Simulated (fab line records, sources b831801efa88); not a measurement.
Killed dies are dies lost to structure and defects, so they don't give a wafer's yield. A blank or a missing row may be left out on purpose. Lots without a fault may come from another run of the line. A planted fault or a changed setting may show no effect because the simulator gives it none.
A struck lot beside a sound one | flow sky130 | 16 steps out of a route of 708
Sound: wafers L761.2, L761.3, L761.5. Struck: wafers L776.1, L776.2, L776.6. The cause comes at the end.
At each step with rows: each side's tool, then ch and its chambers, then its first start. Under that, the readings that differ: sound wafers | struck wafers | difference of the means | sigmas: that difference in standard deviations of wafers without a fault.
alike: readings whose means differ by less than 2 such deviations, and words and numbers that are the same on both sides. not compared: withheld readings, readings that some wafer has no value for, bounds like >300 that may hide the same value, and numbers for which the record gives no deviation and whose values overlap.
The two part at a step that has a row with sigmas, a row that says differs or no value, or rows on one side only. Numbers that don't overlap but have no deviation are shown without sigmas and don't part them. A reading that every wafer of one side lacks parts them only if that side has two wafers or more.

SKY_SPACER_THK_MEAS_01:
  sound on film_metro-04, day 26 03:34; struck on film_metro-02, day 30 05:35
  alike: SPACER_CVD_00_THK
SKY_SPACER_ETCHBACK_02: etches Si3N4 in CH3F/O2, stops on SiO2, time 46.7 s, target depth 45 nm.
  sound on rie_diel-02 ch 0,1, day 26 03:37; struck on rie_diel-02 ch 0,1,3, day 30 05:38
  alike: ch3f_flow_sccm, drypump_motor_current_A, oes_product_au, throttle_valve_pct
  not compared: rf_hours_counter_h
then, 8 steps without rows for these wafers: SKY_POLY_CUT_DEHYDRATE_00 (time 60 s); SKY_POLY_CUT_HMDS_01 (prime time 60 s); SKY_POLY_CUT_COAT_02 (resist thk 60 nm); SKY_POLY_CUT_COAT_03 (resist thk 450 nm); SKY_POLY_CUT_SOFTBAKE_04 (time 90 s); SKY_POLY_CUT_EXPOSE_05 (exposes mask NPCM, target cd 270 nm); SKY_POLY_CUT_PEB_06; SKY_POLY_CUT_DEVELOP_07 (develop time 60 s).
SKY_POLY_CUT_CD_MEAS_08: target cd 270 nm.
  sound on cd_sem-01, day 27 08:23; struck on cd_sem-02, day 31 09:17
  alike: cd_nm
SKY_POLY_CUT_OVL_MEAS_09:
  sound on overlay-02, day 27 08:29; struck on overlay-02, day 31 09:24
  alike: POLY_CUT_OVL
SKY_POLY_CUT_ETCH_10: etches BARC in N2/H2, stops on SiO2, time 45.9 s, target depth 60 nm.
  sound on rie_diel-03 ch 1,2, day 27 08:31; struck on rie_diel-03 ch 1,2,3, day 31 09:26
  reading                                         | sound             | struck            | difference | sigmas
  rf_fwd_power_W (W)                              | 496.2 492.6 495.0 | 411.0 414.3 415.0 | -81.2      | -32
  model.KrF-thick_of_POLY_CUT_COAT_03.thk_nm (nm) | 408.8 407.3 410.5 | 412.5 414.1 414   | +4.7       |
  alike: drypump_motor_current_A, oes_product_au, throttle_valve_pct
  not compared: rf_hours_counter_h
SKY_POLY_CUT_ETCH_11: etches Si3N4 in CF4/CH2F2/Ar, stops on poly-Si, time 42.5 s, target depth 60 nm.
  sound on rie_diel-03 ch 1,2, day 27 08:34; struck on rie_diel-03 ch 1,2,3, day 31 09:29
  alike: drypump_motor_current_A, mfc_ar_sccm, oes_product_au, rf_fwd_power_W, throttle_valve_pct
  not compared: rf_hours_counter_h
SKY_POLY_CUT_STRIP_12: strips in O2/N2.
  sound on plasma_asher-02 ch 0,1, day 27 08:36; struck on plasma_asher-03 ch 0,1, day 31 09:31
  reading                      | sound             | struck            | difference | sigmas
  strip_time_to_endpoint_s (s) | 5.361 5.352 5.376 | 5.400 5.418 5.416 | +0.048     | +3
  alike: drypump_motor_current_A, oes_product_au
  not compared: rf_hours_counter_h
then, 1 step without rows for these wafers: SKY_SD_P_DEHYDRATE_00 (time 60 s).

WHERE THEY PART
First at SKY_POLY_CUT_ETCH_10; last, within this record, at SKY_POLY_CUT_STRIP_12.

WHY: what the simulator had put in
Process parameter drift: rie_diel-03, from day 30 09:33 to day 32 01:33, at SKY_POLY_CUT_ETCH_10. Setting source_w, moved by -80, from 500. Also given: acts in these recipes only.
